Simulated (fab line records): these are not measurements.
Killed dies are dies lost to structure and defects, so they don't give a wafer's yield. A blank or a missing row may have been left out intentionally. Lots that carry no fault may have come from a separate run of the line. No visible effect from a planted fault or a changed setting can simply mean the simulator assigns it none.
A struck lot beside a sound one    flow sky130    43 steps out of a route of 708
Sound: wafers L486.4, L486.5, L486.6. Struck: wafers L495.1, L495.2, L495.4. At the end, the cause is stated.
At each step with rows: each side's tool, then ch and its chambers, then its first start. Under that, the readings that differ: sound wafers    struck wafers    difference of the means    sigmas: that difference in standard deviations of wafers without a fault.
alike: words and numbers the same on both sides, and readings whose means are apart by under 2 such deviations; not compared: readings that were withheld, readings missing a value for some wafer, numbers with overlapping values and no deviation given by the record, and bounds like >300 which may hide the same value.
Wherever a step has rows on one side only, a row that says differs or no value, or a row with sigmas, the two part there. Non-overlapping numbers with no deviation appear without sigmas and do not part them. A reading that every wafer of one side lacks parts them only if that side has two wafers or more.

first, 6 steps without rows for these wafers: SKY_SONOS_ONO_HMDS_07 (prime time 60 s); SKY_SONOS_ONO_COAT_08 (resist thk 1140 nm); SKY_SONOS_ONO_SOFTBAKE_09 (time 60 s); SKY_SONOS_ONO_EXPOSE_10 (exposes mask ONOM, target cd 410 nm); SKY_SONOS_ONO_PEB_11; SKY_SONOS_ONO_DEVELOP_12 (develop time 60 s).
SKY_SONOS_ONO_CD_MEAS_13: the cd target is 410 nm.
  struck on cdSem-01, day 17 20:38; sound on cdSem-02, day 14 21:59
  alike: cdNm
SKY_SONOS_ONO_OVL_MEAS_14:
  struck on overlay-01, day 17 20:46; sound on overlay-02, day 14 22:04
  alike: SONOS_ONO_OVL
SKY_SONOS_ONO_ETCH_15: etches the open film in CHF3/O2, target depth 19.52 nm, time 7.8 s.
  sound on rieDiel-01 ch 0,1,2, day 14 22:05; struck on rieDiel-04 ch 0,2,3, day 17 20:48
  alike: drypumpMotorCurrentA, oesProductAu, throttleValvePct
  not compared: rfHoursCounterH
then, 1 step without rows for these wafers: SKY_SONOS_ONO_WET_ETCH_16 (etches SiO2 in dHF, target depth 14 nm, time 280 s).
SKY_SONOS_ONO_STRIP_17: strips in O2/N2.
  sound on plasmaAsher-03 ch 0,1, day 14 22:14; struck on plasmaAsher-02 ch 0,1, day 17 20:54
  alike: drypumpMotorCurrentA, oesProductAu, stripTimeToEndpointS
  not compared: rfHoursCounterH
then, 1 step without rows for these wafers: SKY_SONOS_ONO_WET_ETCH_18 (etches Si3N4 in H3PO4, target depth 15 nm, time 172 s).
SKY_GATE_OXIDE_CLEAN_00: cleans in SC1/SC2, time 150 s.
  sound on wetBench-03 ch 0, day 14 22:21; struck on wetBench-03 ch 3, day 17 21:04
then, 1 step without rows for these wafers: SKY_GATE_OXIDE_OXIDATION_01 (stabilise 600 s, purge 300 s, target thk 10.268 nm).
SKY_GATE_OXIDE_THK_MEAS_02:
  struck on filmMetro-04, day 17 23:23; sound on filmMetro-04, day 15 00:29
  alike: GATE_OXIDE_OXIDATION_00_THK
then, 7 steps without rows for these wafers: SKY_GATE_OXIDE_DEHYDRATE_03 (time 60 s); SKY_GATE_OXIDE_HMDS_04 (prime time 60 s); SKY_GATE_OXIDE_COAT_05 (resist thk 1140 nm); SKY_GATE_OXIDE_SOFTBAKE_06 (time 60 s); SKY_GATE_OXIDE_EXPOSE_07 (exposes mask LVOM, target cd 600 nm); SKY_GATE_OXIDE_PEB_08; SKY_GATE_OXIDE_DEVELOP_09 (develop time 60 s).
SKY_GATE_OXIDE_OVL_MEAS_10:
  struck on overlay-01, day 19 04:19; sound on overlay-02, day 16 02:11
  alike: GATE_OXIDE_OVL
then, 2 steps without rows for these wafers: SKY_GATE_OXIDE_IMPLANT_11; SKY_GATE_OXIDE_WET_ETCH_12 (etches SiO2 in dHF, target depth 16.8 nm, time 344.7 s).
SKY_GATE_OXIDE_STRIP_13: strips in O2/N2.
  sound on plasmaAsher-03 ch 0,1, day 16 02:29; struck on plasmaAsher-04 ch 0,1, day 19 04:36
  alike: drypumpMotorCurrentA, oesProductAu, stripTimeToEndpointS
  not compared: rfHoursCounterH
SKY_GATE_OXIDE_TW_MEAS_14:
  struck on filmMetro-03, day 19 04:42; sound on filmMetro-03, day 16 02:35
  alike: GATE_OXIDE_TW
then, 3 steps without rows for these wafers: SKY_GATE_OXIDE_CLEAN_15 (cleans in SC1/SC2, time 150 s); SKY_GATE_OXIDE_OXIDATION_16 (stabilise 600 s, purge 300 s, target thk 3.57 nm); SKY_POLY_GATE_CVD_00 (deposits poly-Si, target thk 180 nm, time 720 s).
SKY_POLY_GATE_THK_MEAS_01:
  struck on filmMetro-01, day 19 13:46; sound on filmMetro-01, day 16 06:33
  alike: POLY_GATE_CVD_00_THK
then, 8 steps without rows for these wafers: SKY_RES_PROTECT_DEHYDRATE_00 (time 60 s); SKY_RES_PROTECT_HMDS_01 (prime time 60 s); SKY_RES_PROTECT_COAT_02 (resist thk 1140 nm); SKY_RES_PROTECT_SOFTBAKE_03 (time 60 s); SKY_RES_PROTECT_EXPOSE_04 (exposes mask RPM, target cd 1270 nm); SKY_RES_PROTECT_PEB_05; SKY_RES_PROTECT_DEVELOP_06 (develop time 61.77 s); SKY_POLY_GATE_IMPLANT_02.
SKY_RES_PROTECT_STRIP_07: strips in O2/N2.
  sound on plasmaAsher-04 ch 0,1, day 17 10:40; struck on plasmaAsher-04 ch 0,1, day 20 20:10
  alike: drypumpMotorCurrentA, oesProductAu, stripTimeToEndpointS
  not compared: rfHoursCounterH
SKY_RES_PROTECT_TW_MEAS_08:
  struck on filmMetro-04, day 20 20:16; sound on filmMetro-04, day 17 10:46
  alike: POLY_GATE_TW
then, 1 step without rows for these wafers: SKY_RES_PROTECT_CLEAN_09 (cleans in SC1/SC2, time 150 s).
-- record jumps: 29 days separate the struck wafers' starts on either side; left off in module RES_PROTECT, taken up again in module PAD_OPEN, whose first shown step is the route's number 708 --
SKY_PAD_OPEN_PROBE_99:
  struck on prober-01, day 49 23:07; sound on prober-02, day 47 21:34
reading                                     sound                 struck                difference  sigmas
model.etest.capThickOxide.gateBvV (V)       16.29 15.05 15.41     14.97 14.87 14.22     -0.90       
model.etest.diodeNwellSub.leakLog10ACm2     -7.111 -7.331 -7.333  -6.822 -6.712 -6.991  +0.417      
model.etest.diodeDnwellSub.leakLog10ACm2    -7.59 -7.256 -7.506   -7.021 -6.977 -6.955  +0.466      
model.etest.diodePwellDnwell.leakLog10ACm2  -7.473 -7.585 -7.38   -6.824 -6.923 -7.184  +0.502      
model.etest.nfet_16v.offLog10AUm            -13.86 -13.71 -13.67  -13.65 -13.62 -13.65  +0.11       
  alike: killed_at_M0_to_M3, killed_at_M4_up, killedAtContacts, killedAtFrontEnd, killedAtOther, killedDies, killedOpen, killedShort
  not compared: model.etest.pfet_16v.offLog10AUm

## WHERE THEY PART
Nowhere in this record.

WHY: the cause the simulator had injected
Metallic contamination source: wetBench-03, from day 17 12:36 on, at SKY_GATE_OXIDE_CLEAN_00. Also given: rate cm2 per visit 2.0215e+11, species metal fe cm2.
